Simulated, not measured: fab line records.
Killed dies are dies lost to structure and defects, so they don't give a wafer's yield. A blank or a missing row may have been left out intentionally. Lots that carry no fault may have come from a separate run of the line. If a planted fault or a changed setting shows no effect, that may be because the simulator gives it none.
The tool behind it: which one? -- flow sky130 -- 36 wafers from 12 lots sampled at 3 of the route's 708 steps

WHAT EACH GAUGE READ, for each wafer
SKY_CONTACT_THK_MEAS_26: measures by xrf. Usual: CONTACT_W_THK 333 nm, standard deviation 5.3.
lot,measured,on,CONTACT_W_THK (nm),flag
L782,day 31 11:02,film-metro-04,334 340 333,
L783,day 31 17:01,film-metro-04,328 330 330,
L786,day 32 18:34,film-metro-01,328 327 332,
L787,day 33 08:13,film-metro-01,338 342 334,
L791,day 34 17:10,film-metro-04,339 330 341,
L792,day 34 22:33,film-metro-01,336 339 341,
L799,day 37 17:50,film-metro-03,328 329 336,
L800,day 37 19:56,film-metro-04,332 335 336,
L801,day 38 01:03,film-metro-01,342 339 342,
L803,day 38 10:28,film-metro-03,320 320 318,
L805,day 38 18:27,film-metro-03,328 323 327,
L804,day 38 21:09,film-metro-01,341 334 341,

TOOL THAT RAN EACH LOT (tool first, then ch and the chambers of the sampled wafers, then the start)
lot,SKY_CONTACT_ETCH_18,SKY_CONTACT_STRIP_19
L782,"rie-diel-03 ch 0,1,3, day 31 10:00","plasma-asher-04 ch 1, day 31 10:04"
L783,"rie-diel-01 ch 0,2,3, day 31 16:00","plasma-asher-02 ch 0,1, day 31 16:05"
L786,"rie-diel-03 ch 0,1,3, day 32 17:00","plasma-asher-03 ch 0,1, day 32 17:41"
L787,"rie-diel-03 ch 1,3, day 33 07:00","plasma-asher-02 ch 0,1, day 33 07:19"
L791,"rie-diel-03 ch 0,1, day 34 16:00","plasma-asher-02 ch 0,1, day 34 16:17"
L792,"rie-diel-03 ch 0,1,3, day 34 21:00","plasma-asher-03 ch 0,1, day 34 21:40"
L799,"rie-diel-02 ch 0,2, day 37 16:00","plasma-asher-02 ch 0,1, day 37 16:53"
L800,"rie-diel-03 ch 0,1, day 37 18:00","plasma-asher-03 ch 0,1, day 37 19:02"
L801,"rie-diel-01 ch 1,2, day 38 00:00","plasma-asher-02 ch 0,1, day 38 00:04"
L803,"rie-diel-01 ch 1,3, day 38 09:00","plasma-asher-03 ch 0,1, day 38 09:34"
L805,"rie-diel-03 ch 1,2,3, day 38 17:00","plasma-asher-04 ch 0,1, day 38 17:32"
L804,"rie-diel-01 ch 2,3, day 38 20:00","plasma-asher-04 ch 0,1, day 38 20:16"
- SKY_CONTACT_ETCH_18: etches Si3N4 in CHF3/O2, stops on TiN, time 39 s, target depth 75 nm.
- SKY_CONTACT_STRIP_19: strips in O2/N2.

WHAT THE TOOLS THEMSELVES READ (means of the sampled wafers that have a number; where no wafer has one, the mark that the record gives instead)
SKY_CONTACT_ETCH_18. Usual: bias-w 199.9 W, standard deviation 0.63; drypump-motor-current-A 5.8 A, standard deviation 0.4; oes-product-au 0.853 a.u., standard deviation 0.0088; throttle-valve-pct 8.792 %, standard deviation 0.009.
lot,tool,bias-w (W),drypump-motor-current-A (A),oes-product-au (a.u.),throttle-valve-pct (%),flag
L782,rie-diel-03,200.2,5.8,0.850,8.788,
L783,rie-diel-01,200.3,5.9,0.837,8.788,
L786,rie-diel-03,199.6,5.8,0.845,8.791,
L787,rie-diel-03,200.1,5.8,0.856,8.788,
L791,rie-diel-03,161.8,6.0,0.852,8.797,OFF
L792,rie-diel-03,161.5,5.8,0.843,8.791,OFF
L799,rie-diel-02,199.7,5.3,0.849,8.798,
L800,rie-diel-03,199.9,5.9,0.859,8.786,
L801,rie-diel-01,199.2,5.5,0.856,8.799,
L803,rie-diel-01,200.0,6.4,0.858,8.792,
L805,rie-diel-03,200.3,5.7,0.849,8.788,
L804,rie-diel-01,199.9,5.8,0.850,8.795,

SKY_CONTACT_STRIP_19. Usual: drypump-motor-current-A 5.6 A, standard deviation 0.44; n2-flow-sccm 299.9 sccm, standard deviation 0.97; oes-product-au 0.380 a.u., standard deviation 0.0054; strip-time-to-endpoint-s 3.60 s, standard deviation 0.046.
lot,tool,drypump-motor-current-A (A),n2-flow-sccm (sccm),oes-product-au (a.u.),strip-time-to-endpoint-s (s),flag
L782,plasma-asher-04,5.5,299.2,0.376,3.58,
L783,plasma-asher-02,5.1,299.1,0.381,3.61,
L786,plasma-asher-03,5.6,301.0,0.379,3.60,
L787,plasma-asher-02,5.5,300.5,0.383,3.64,
L791,plasma-asher-02,5.1,299.8,0.378,3.67,
L792,plasma-asher-03,5.6,300.0,0.379,3.64,
L799,plasma-asher-02,5.5,299.3,0.384,3.64,
L800,plasma-asher-03,5.8,300.8,0.380,3.64,
L801,plasma-asher-02,5.5,300.0,0.379,3.60,
L803,plasma-asher-03,5.8,299.5,0.378,3.58,
L805,plasma-asher-04,6.0,300.1,0.377,3.63,
L804,plasma-asher-04,5.9,298.8,0.383,3.65,

THE ANSWER, worked out from the rows above alone
Rule: a lot counts as off when the mean over its wafers that have a number is more than 3 standard deviations away from the usual mean. A lot without any number at a reading at which 4 lots or more have one is off too. Any other lot the step has rows for is counted as sound. The gauges are gone through in route order, then the tools' own readings, and for those a lot's mean is taken as printed above. At the first step where some lot is off, the reading lying furthest off is the one used; lots without a number count as furthest.
Off: L791, L792 (SKY_CONTACT_ETCH_18, bias-w).
If a tool, at that step or one of the process steps before it, ran each lot that is off and ran no sound lot following the first of them, it fits. None of those tried fits.

WHAT WAS PUT IN BY THE SIMULATOR
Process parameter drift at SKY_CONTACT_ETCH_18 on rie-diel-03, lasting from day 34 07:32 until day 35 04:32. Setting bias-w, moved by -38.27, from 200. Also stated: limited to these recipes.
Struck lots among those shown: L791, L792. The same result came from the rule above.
